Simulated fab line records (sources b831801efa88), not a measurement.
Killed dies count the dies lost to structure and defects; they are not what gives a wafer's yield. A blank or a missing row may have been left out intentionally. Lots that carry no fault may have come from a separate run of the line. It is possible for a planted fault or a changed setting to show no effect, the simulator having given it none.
The tool behind it: which one?    flow gf180mcu    39 wafers from 13 lots sampled at 3 of the route's 602 steps

WHAT THE GAUGES SHOWED, per wafer
GF_MIM_THK_MEAS_11: measures by xrf. Usual: for MIM_ALCU_THK the level is 197.1 nm and the standard deviation is 2.8.
lot   measured      on            MIM_ALCU_THK (nm)  flag
L219  day 24 17:32  filmMetro-03  193.6 196.2 191.7  
L220  day 24 20:05  filmMetro-01  199.6 199.1 199.5  
L221  day 25 04:28  filmMetro-03  191.7 192.7 192.3  
L223  day 26 01:53  filmMetro-01  198.4 197.5 199.5  
L224  day 26 12:19  filmMetro-01  194.6 195.7 196.2  
L225  day 26 17:23  filmMetro-01  195.4 197.2 196.4  
L226  day 26 20:08  filmMetro-02  193.4 196.3 194.5  
L228  day 27 13:43  filmMetro-01  193.6 192.7 193.9  
L236  day 29 14:36  filmMetro-01  199.1 198.8 199.2  
L237  day 30 05:47  filmMetro-03  199.0 199.5 200.2  
L240  day 31 01:40  filmMetro-01  197.2 195.8 197.3  
L241  day 31 02:46  filmMetro-02  196.6 195.7 198.0  
L242  day 31 08:02  filmMetro-02  200.2 199.7 196.6  

GF_M5_OVL_MEAS_08. Usual: for M5_OVL the level is 1 nm and the standard deviation is 4.3.
lot   measured      on          M5_OVL (nm)  flag
L219  day 26 11:55  overlay-02  -4 -3 3      
L220  day 26 13:30  overlay-01  -3 1 -2      
L221  day 26 21:57  overlay-01  -11 -4 -3    
L223  day 27 17:40  overlay-01  -4 -6 1      
L224  day 28 04:42  overlay-02  1 11 1       
L225  day 28 08:57  overlay-02  2 2 -7       
L226  day 28 11:06  overlay-01  -3 1 0       
L228  day 29 05:59  overlay-02  3 -2 1       
L236  day 31 03:21  overlay-02  6 1 -2       
L237  day 31 17:22  overlay-01  1 -4 0       
L240  day 32 12:23  overlay-01  -4 -7 3      
L241  day 32 13:18  overlay-01  -2 4 -4      
L242  day 32 17:37  overlay-01  -2 6 0       

WHAT TOOL EACH LOT RAN ON (gives the tool, then ch and the chambers of the sampled wafers, and finally the start)
lot   GF_MVSD_STRIP_10
L219  plasmaAsher-02 ch 0,1, day 4 11:55
L220  plasmaAsher-03 ch 0,1, day 4 16:50
L221  plasmaAsher-02 ch 0, day 4 22:16
L223  plasmaAsher-03 ch 0,1, day 5 08:47
L224  plasmaAsher-03 ch 0,1, day 5 13:52
L225  plasmaAsher-03 ch 0,1, day 5 20:21
L226  plasmaAsher-03 ch 0,1, day 6 02:56
L228  plasmaAsher-02 ch 0, day 6 14:01
L236  plasmaAsher-03 ch 0,1, day 8 13:11
L237  plasmaAsher-03 ch 0, day 8 18:05
L240  plasmaAsher-02 ch 0,1, day 9 13:26
L241  plasmaAsher-01 ch 0,1, day 9 18:31
L242  plasmaAsher-02 ch 0,1, day 10 00:46
- GF_MVSD_STRIP_10: strips in O2/N2.

WHAT THE TOOLS THEMSELVES READ (means of the sampled wafers that have a number; where no wafer has one, the mark that the record gives instead)
GF_MVSD_STRIP_10. Usual: drypumpMotorCurrentA 5.9 A, standard deviation 0.58; heaterPowerW 335 W, standard deviation 38; oesProductAu 0.722 a.u., standard deviation 0.0053; stripTimeToEndpointS 37.01 s, standard deviation 0.1.
lot   tool            drypumpMotorCurrentA (A)  heaterPowerW (W)  oesProductAu (a.u.)  stripTimeToEndpointS (s)  flag
L219  plasmaAsher-02  6.4                       356               0.724                37.00                     
L220  plasmaAsher-03  5.3                       315               0.725                37.01                     
L221  plasmaAsher-02  5.9                       431               0.723                36.88                     
L223  plasmaAsher-03  5.3                       318               0.721                36.98                     
L224  plasmaAsher-03  5.6                       319               0.724                36.93                     
L225  plasmaAsher-03  5.3                       318               0.724                37.00                     
L226  plasmaAsher-03  5.6                       322               0.719                36.97                     
L228  plasmaAsher-02  6.0                       414               0.727                37.12                     
L236  plasmaAsher-03  5.3                       317               0.725                37.06                     
L237  plasmaAsher-03  5.0                       318               0.725                37.02                     
L240  plasmaAsher-02  6.4                       343               0.726                37.01                     
L241  plasmaAsher-01  6.1                       313               0.725                37.03                     
L242  plasmaAsher-02  6.4                       344               0.726                37.09                     

THE ANSWER, worked out from the rows above alone
Rule: lot off if the mean of its wafers having a number is beyond 3 standard deviations from the usual mean. A lot without any number at a reading at which 4 lots or more have one is off too. Where the step has rows for the other lots, those lots are counted as sound. After the gauges, taken in route order, come the tools' own readings; for these a lot's mean is taken, as printed above. The first step at which some lot is off is used, and at that step the reading that is off furthest; a lot without a number counts as furthest.
None of the lots is off at any reading shown; this tells nothing.

WHAT THE SIMULATOR PUT IN
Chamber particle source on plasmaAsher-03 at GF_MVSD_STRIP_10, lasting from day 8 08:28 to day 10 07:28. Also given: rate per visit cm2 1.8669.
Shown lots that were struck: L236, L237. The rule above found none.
